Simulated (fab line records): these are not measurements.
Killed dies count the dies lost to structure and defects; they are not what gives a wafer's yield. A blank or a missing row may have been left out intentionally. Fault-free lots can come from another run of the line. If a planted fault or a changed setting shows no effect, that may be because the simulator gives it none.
Which tool did it?	flow sky130	route of 708 steps, sampled at 1 step: 11 lots, 32 wafers

## WHAT THE GAUGES READ, wafer by wafer
SKY_VIA1_OVL_MEAS_13.
lot	measured	on	VIA1_OVL (nm)
L290	day 33 21:02	overlay-02	-5 -3 -8
L292	day 34 22:07	overlay-02	1 -3 -1
L293	day 35 01:30	overlay-01	1 1 -4
L294	day 36 08:33	overlay-01	-3 -6 -10
L297	day 36 11:37	overlay-01	4 -4 4
L302	day 37 17:14	overlay-01	-3 3 -2
L305	day 38 12:04	overlay-02	-14 -6
L306	day 39 00:34	overlay-02	-4 3 -7
L309	day 39 19:32	overlay-01	12 6 6
L311	day 40 03:04	overlay-02	10 10 7
L313	day 40 18:35	overlay-01	5 3 -2

## EACH LOT AND THE TOOL THAT RAN IT (in order: tool; ch and the chambers of the sampled wafers; start)
There is no process step in the record ahead of these readings.

## THE ANSWER, worked out from the rows above alone
Rule: usual is defined by the lots themselves. Put in order of their means at a reading, lots are off if they are a third of the lots or fewer, leave a main group of 4 or more, and stand apart from it by a gap of 3 or more times the standard deviation of the main group's means; of several such gaps the widest counts. A main group is skipped when, at the precision printed for the reading in the tables above, its means are all equal. A lot without any number at a reading at which 4 lots or more have one is off too. Where the step has rows for the other lots, those lots are counted as sound.
None of the lots is off at any reading shown; this tells nothing.

## WHAT THE SIMULATOR PUT IN
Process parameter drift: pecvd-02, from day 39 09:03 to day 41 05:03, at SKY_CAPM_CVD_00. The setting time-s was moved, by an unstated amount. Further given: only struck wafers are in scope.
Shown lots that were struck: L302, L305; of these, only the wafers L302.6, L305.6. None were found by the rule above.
